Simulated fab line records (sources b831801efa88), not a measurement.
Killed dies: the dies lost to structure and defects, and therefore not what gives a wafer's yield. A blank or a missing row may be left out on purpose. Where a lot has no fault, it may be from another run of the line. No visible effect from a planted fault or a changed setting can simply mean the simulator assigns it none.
2 desks looking at one fault :: flow sky130 :: only its own numbers are on each desk; what lay behind them is given at the end

## THE METROLOGY DESK
Means of the sampled wafers that have a number, per lot and without regard to the tool the lot ran on: this is what the gauges read. Marked OUT: a lot whose mean sits more than 4 standard deviations from the usual mean, which makes it out of limits; the brackets give that distance.
Columns: A = NWELL_00_OVL at SKY_NWELL_OVL_MEAS_10, usual -0.6 nm; B = SONOS_ONO_CVD_02_THK at SKY_SONOS_ONO_THK_MEAS_03, usual 10.97 nm; C = SONOS_ONO_CVD_04_THK at SKY_SONOS_ONO_THK_MEAS_05, usual 5.79 nm; D = GATE_OXIDE_OVL at SKY_GATE_OXIDE_OVL_MEAS_10, usual -0.5 nm
lot: L108
first seen here: day 5 06:34
A: -3.2
B: 11.07
C: 5.69
D: 0.3

lot: L110
first seen here: day 5 07:33
A: 0.7
B: 10.94
C: 5.71
D: -0.6

lot: L111
first seen here: day 5 07:53
A: 1.7
B: 10.92
C: 5.83
D: -0.6

lot: L112
first seen here: day 5 17:37
A: -1.8
B: 11.22
C: 5.59
D: -1.0

lot: L113
first seen here: day 5 20:49
A: -0.6
B: 11.11
C: 5.79
D: 2.4

lot: L114
first seen here: day 6 02:47
A: -0.9
B: 10.91
C: 5.75
D: 0.5

lot: L115
first seen here: day 6 07:16
A: -2.2
B: 11.22
C: 5.70
D: -0.9

lot: L116
first seen here: day 6 13:49
A: -0.4
B: 10.78
C: 5.73
D: 0.4

lot: L117
first seen here: day 6 16:35
A: -0.1
B: 10.78
C: 5.87
D: 0.1

lot: L118
first seen here: day 7 01:08
A: -2.2
B: 11.27
C: 5.81
D: -0.8

lot: L121
first seen here: day 7 20:50
A: 0.4
B: 15.36 (+26) OUT
C: 5.70
D: -0.7

lot: L130
first seen here: day 9 19:46
A: 1.3
B: 10.76
C: 5.80
D: 1.7

lot: L131
first seen here: day 10 10:34
A: -0.5
B: 10.83
C: 5.91
D: 0.6
This desk reports L121 out of limits; the earliest was L121 at day 16 01:26 (SONOS_ONO_CVD_02_THK at SKY_SONOS_ONO_THK_MEAS_03). Within limits: L108, L110, L111, L112, L113, L114, L115, L116, L117, L118, L130, L131.

## AT THE TOOL OWNER'S DESK: lpcvd-02
The tool's own readings at SKY_SONOS_ONO_CVD_02 (deposits Si3N4 from DCS/NH3, target thk 10.5 nm, time 188 s): means of the sampled wafers that have a number, for each lot that ran on this tool. Marked OUT: a lot whose mean sits more than 4 standard deviations from the usual mean, which makes it out of limits; the brackets give that distance.
Columns: A = zone power centre pct at SKY_SONOS_ONO_CVD_02, usual 13.4 %
lot: L108
first seen here: day 12 09:05
A: 15.0

lot: L110
first seen here: day 12 09:05
A: 11.3

lot: L111
first seen here: day 12 13:21
A: 11.4

lot: L112
first seen here: day 12 22:07
A: 15.0

lot: L113
first seen here: day 13 06:41
A: 14.9

lot: L114
first seen here: day 13 12:37
A: 11.2

lot: L115
first seen here: day 13 21:32
A: 14.9

lot: L116
first seen here: day 14 08:41
A: 14.9

lot: L117
first seen here: day 14 10:16
A: 11.3

lot: L118
first seen here: day 14 23:03
A: 14.9

lot: L121
first seen here: day 16 00:22
A: 15.1

lot: L130
first seen here: day 18 13:23
A: 11.3

lot: L131
first seen here: day 19 10:39
A: 15.1
Result from this desk: across the 13 lots, nothing is out of limits.

## TAKEN TOGETHER
L121 would have let the metrology desk raise an alarm at day 16 01:26.
The desk of the tool owner found nothing out of limits.
On record at the tool owner's desk: L121, within its limits.
Every lot named ran SKY_SONOS_ONO_CVD_02 on lpcvd-02.

## WHAT THE SIMULATOR PUT IN
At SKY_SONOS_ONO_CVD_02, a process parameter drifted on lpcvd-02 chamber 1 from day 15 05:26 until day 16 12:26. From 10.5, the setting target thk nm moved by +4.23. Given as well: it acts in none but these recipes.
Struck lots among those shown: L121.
Hours from the fault's start to each desk's first reading out of limits: the metrology desk, 20.
